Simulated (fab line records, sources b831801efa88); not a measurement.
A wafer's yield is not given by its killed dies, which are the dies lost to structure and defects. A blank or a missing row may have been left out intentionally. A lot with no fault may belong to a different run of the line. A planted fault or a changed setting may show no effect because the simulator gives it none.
Which tool did it? | flow sky130 | 14 lots, 42 wafers sampled, at 4 steps of a route of 708

== WHAT EACH GAUGE READ, for each wafer ==
SKY_METAL2_CD_MEAS_15 targets a cd of 140 nm.
lot  | measured     | on        | cd_nm (nm)
L426 | day 35 14:52 | cd_sem-02 | 138.3 140.0 138.1
L427 | day 35 17:05 | cd_sem-02 | 138.8 140.8 138.2
L429 | day 36 08:29 | cd_sem-01 | 142.3 141.9 142.0
L431 | day 37 01:24 | cd_sem-01 | 139.7 140.1 140.8
L434 | day 38 01:11 | cd_sem-01 | 140.0 139.8 141.2
L435 | day 38 07:10 | cd_sem-01 | 143.1 142.6 140.2
L441 | day 40 08:55 | cd_sem-01 | - - -
L442 | day 40 14:28 | cd_sem-01 | - - -
L444 | day 41 03:54 | cd_sem-01 | 140.3 141.0 139.6
L445 | day 41 08:22 | cd_sem-01 | 138.0 139.4 139.4
L446 | day 41 15:49 | cd_sem-01 | 139.9 139.5 139.5
L447 | day 41 23:01 | cd_sem-01 | 140.9 141.3 141.3
L448 | day 42 07:28 | cd_sem-02 | 140.8 139.5 141.7
L449 | day 42 11:21 | cd_sem-01 | 139.1 140.6 139.4

== EACH LOT AND THE TOOL THAT RAN IT (in order: tool; ch and the chambers of the sampled wafers; start) ==
lot  | SKY_VIA1_STRIP_16                    | SKY_VIA1_CMP_24               | SKY_METAL2_EXPOSE_12
L426 | plasma_asher-04 ch 0,1, day 34 11:16 | cmp-02 ch 1,2,3, day 34 12:14 | krf_scanner-02 ch 0, day 35 01:36
L427 | plasma_asher-02 ch 0,1, day 34 13:04 | cmp-01 ch 0,1,2, day 34 14:12 | krf_scanner-01 ch 0, day 35 04:10
L429 | plasma_asher-02 ch 0,1, day 35 05:09 | cmp-01 ch 2,3, day 35 06:05   | krf_scanner-02 ch 0, day 35 19:39
L431 | plasma_asher-02 ch 0,1, day 35 22:49 | cmp-01 ch 0,1,2, day 35 23:49 | krf_scanner-02 ch 0, day 36 13:36
L434 | plasma_asher-02 ch 0,1, day 36 21:34 | cmp-02 ch 0,1,2, day 36 22:35 | krf_scanner-02 ch 0, day 37 12:16
L435 | plasma_asher-04 ch 0,1, day 37 03:20 | cmp-01 ch 1,2, day 37 04:17   | krf_scanner-02 ch 0, day 37 18:44
L441 | plasma_asher-03 ch 0,1, day 39 05:58 | cmp-01 ch 0,1,2, day 39 07:02 | krf_scanner-02, day 39 20:35
L442 | plasma_asher-02 ch 0, day 39 11:22   | cmp-01 ch 2,3, day 39 12:17   | krf_scanner-01, day 40 02:41
L444 | plasma_asher-04 ch 1, day 40 01:04   | cmp-02 ch 0,1,2, day 40 02:05 | krf_scanner-01 ch 0, day 40 14:38
L445 | plasma_asher-03 ch 0,1, day 40 05:53 | cmp-01 ch 0,2, day 40 06:53   | krf_scanner-01 ch 0, day 40 19:57
L446 | plasma_asher-03 ch 0,1, day 40 13:04 | cmp-02 ch 0,3, day 40 14:01   | krf_scanner-02 ch 0, day 41 04:26
L447 | plasma_asher-02 ch 0, day 40 21:43   | cmp-02 ch 0,3, day 40 22:46   | krf_scanner-01 ch 0, day 41 11:25
L448 | plasma_asher-03 ch 0,1, day 41 05:28 | cmp-02 ch 0,1, day 41 06:26   | krf_scanner-02 ch 0, day 41 18:53
L449 | plasma_asher-03 ch 0,1, day 41 09:55 | cmp-02 ch 0,2, day 41 11:13   | krf_scanner-02 ch 0, day 41 23:49
- SKY_VIA1_STRIP_16: strips in O2/N2.
- SKY_VIA1_CMP_24: polishes, stops on SiO2, t overpolish 15 s, target thk 0 nm.
- SKY_METAL2_EXPOSE_12: exposes mask MM2, target cd 140 nm.

== AS READ BY THE TOOLS THEMSELVES (means over the sampled wafers that have a number; for cases with no such wafer, the mark the record gives instead) ==
SKY_VIA1_STRIP_16.
lot  | tool            | drypump_motor_current_A (A) | n2_flow_sccm (sccm) | oes_product_au (a.u.) | strip_time_to_endpoint_s (s)
L426 | plasma_asher-04 | 6.1                         | 299.2               | 0.414                 | 4.477
L427 | plasma_asher-02 | 5.2                         | 299.4               | 0.415                 | 4.471
L429 | plasma_asher-02 | 5.5                         | 300.1               | 0.416                 | 4.440
L431 | plasma_asher-02 | 5.2                         | 299.7               | 0.412                 | 4.447
L434 | plasma_asher-02 | 5.5                         | 299.9               | 0.421                 | 4.480
L435 | plasma_asher-04 | 6.1                         | 300.7               | 0.419                 | 4.435
L441 | plasma_asher-03 | 5.7                         | 299.6               | 0.420                 | 4.463
L442 | plasma_asher-02 | 5.9                         | 299.9               | 0.414                 | 4.469
L444 | plasma_asher-04 | 6.0                         | 300.8               | 0.416                 | 4.462
L445 | plasma_asher-03 | 5.8                         | 300.0               | 0.413                 | 4.444
L446 | plasma_asher-03 | 5.8                         | 299.7               | 0.416                 | 4.437
L447 | plasma_asher-02 | 5.9                         | 299.4               | 0.415                 | 4.441
L448 | plasma_asher-03 | 5.9                         | 299.7               | 0.409                 | 4.424
L449 | plasma_asher-03 | 5.7                         | 300.7               | 0.411                 | 4.438

SKY_VIA1_CMP_24.
lot  | tool   | motor_current_A (A) | overpolish_run_s (s) | time_to_endpoint_s (s)
L426 | cmp-02 | 10.2                | 15.001               | 69.1
L427 | cmp-01 | 12.1                | 14.997               | 70.3
L429 | cmp-01 | 12.5                | 14.996               | 69.8
L431 | cmp-01 | 12.1                | 15.002               | 64.1
L434 | cmp-02 | 9.5                 | 15.001               | 69.6
L435 | cmp-01 | 11.9                | 14.997               | 68.8
L441 | cmp-01 | 12.4                | 14.989               | 67.0
L442 | cmp-01 | 12.2                | 15.002               | 69.6
L444 | cmp-02 | 9.2                 | 14.997               | 67.7
L445 | cmp-01 | 12.7                | 14.999               | 67.7
L446 | cmp-02 | 9.5                 | 14.994               | 67.1
L447 | cmp-02 | 10.7                | 15.002               | 65.6
L448 | cmp-02 | 9.5                 | 15.000               | 65.9
L449 | cmp-02 | 9.5                 | 15.003               | 68.6

SKY_METAL2_EXPOSE_12.
lot  | tool           | exposure_dose_mJ_cm2 | focus_offset_nm (nm)
L426 | krf_scanner-02 | 28.012               | -0.3
L427 | krf_scanner-01 | 27.964               | -0.3
L429 | krf_scanner-02 | 27.969               | 0.1
L431 | krf_scanner-02 | 27.989               | -0.1
L434 | krf_scanner-02 | 27.998               | -0.2
L435 | krf_scanner-02 | 27.988               | 0.6
L441 | krf_scanner-02 | -                    | -
L442 | krf_scanner-01 | -                    | -
L444 | krf_scanner-01 | 28.011               | -0.7
L445 | krf_scanner-01 | 27.993               | -1.0
L446 | krf_scanner-02 | 28.001               | -0.3
L447 | krf_scanner-01 | 28.020               | -0.4
L448 | krf_scanner-02 | 28.019               | 0.0
L449 | krf_scanner-02 | 28.043               | 0.3

== THE ANSWER, worked out from the rows above alone ==
Rule: the lots themselves supply what counts as usual. The widest of any qualifying gaps counts: lots, ordered by their means at a reading, are off when they make up no more than a third of the lots, leave a main group of 4 or more, and stand apart from it by 3 or more times the standard deviation of that group's means. Not used: any main group whose means are identical at the precision the tables above print for the reading. Also off: a lot with no number at a reading for which 4 or more lots have one. Any other lot the step has rows for is counted as sound. Order of review: gauges by route order, followed by the tools' own readings, for which a lot's mean as printed above is used. The first step at which some lot is off is used, and at that step the reading that is off furthest; a lot without a number counts as furthest.
Off: L441, L442 (SKY_METAL2_CD_MEAS_15, cd_nm). Without a number there: L441, L442. Mean 140.3 nm and standard deviation 1 in the main group.
If a tool, at a process step before that reading, ran all the lots that are off and no sound lot after the first of them, it fits. The gauges at SKY_METAL2_CD_MEAS_15 aren't tried: what is off there is off at SKY_METAL2_EXPOSE_12 too, on other tools, and a gauge's error can't cause that. Not one of the candidates tried fits.

== WHAT WAS PUT IN BY THE SIMULATOR ==
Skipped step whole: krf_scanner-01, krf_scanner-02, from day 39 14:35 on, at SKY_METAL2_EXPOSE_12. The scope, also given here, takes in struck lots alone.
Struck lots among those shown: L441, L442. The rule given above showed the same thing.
